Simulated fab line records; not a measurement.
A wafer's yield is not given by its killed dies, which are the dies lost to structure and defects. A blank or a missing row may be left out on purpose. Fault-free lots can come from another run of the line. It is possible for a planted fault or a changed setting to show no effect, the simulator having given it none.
Which of the tools did it? :: flow sky130 :: route of 708 steps, sampled at 1 step: 12 lots, 36 wafers

WHAT EACH GAUGE READ, for each wafer
SKY_METAL1_CD_MEAS_15: target cd 140 nm.
lot: L815
measured: day 32 19:50
on: cd-sem-01
cd-nm (nm): 140.3 138.8 138.7

lot: L816
measured: day 32 23:59
on: cd-sem-01
cd-nm (nm): 141.5 140.6 140.8

lot: L817
measured: day 33 08:52
on: cd-sem-02
cd-nm (nm): 139.8 140.2 139.4

lot: L818
measured: day 34 07:01
on: cd-sem-02
cd-nm (nm): 141.7 142.9 141.6

lot: L827
measured: day 36 23:40
on: cd-sem-02
cd-nm (nm): 137.8 138.6 139.3

lot: L832
measured: day 38 06:46
on: cd-sem-02
cd-nm (nm): 139.8 138.7 138.7

lot: L831
measured: day 38 10:04
on: cd-sem-02
cd-nm (nm): 140.9 140.8 141.2

lot: L833
measured: day 38 19:56
on: cd-sem-02
cd-nm (nm): 138.6 139.4 139.6

lot: L834
measured: day 39 01:47
on: cd-sem-02
cd-nm (nm): 144.9 144.4 143.1

lot: L835
measured: day 39 06:01
on: cd-sem-01
cd-nm (nm): 142.1 142.2 142.8

lot: L836
measured: day 39 10:58
on: cd-sem-02
cd-nm (nm): 136.9 137.5 139.1

lot: L837
measured: day 39 18:41
on: cd-sem-01
cd-nm (nm): 141.2 141.1 141.8

WHICH TOOL RAN EACH LOT (tool, then ch and the chambers of the sampled wafers, then the start)
Record: no process step prior to these readings.

AS READ BY THE TOOLS THEMSELVES (means over the sampled wafers that have a number; for cases with no such wafer, the mark the record gives instead)
The record holds no such reading with a usual standard deviation.

THE ANSWER, worked out from the rows above alone
Rule: usual is defined by the lots themselves. The widest of any qualifying gaps counts: lots, ordered by their means at a reading, are off when they make up no more than a third of the lots, leave a main group of 4 or more, and stand apart from it by 3 or more times the standard deviation of that group's means. A main group is skipped when, at the precision printed for the reading in the tables above, its means are all equal. Also off: a lot with no number at a reading for which 4 or more lots have one. All remaining lots with rows at the step are treated as sound. First the gauges in route order, then the tools' own readings, where a lot's mean is used as printed above. At the first step where some lot is off, the reading lying furthest off is the one used; lots without a number count as furthest.
Nothing can be told from this: no lot is off at any reading shown.

WHAT THE SIMULATOR PUT IN
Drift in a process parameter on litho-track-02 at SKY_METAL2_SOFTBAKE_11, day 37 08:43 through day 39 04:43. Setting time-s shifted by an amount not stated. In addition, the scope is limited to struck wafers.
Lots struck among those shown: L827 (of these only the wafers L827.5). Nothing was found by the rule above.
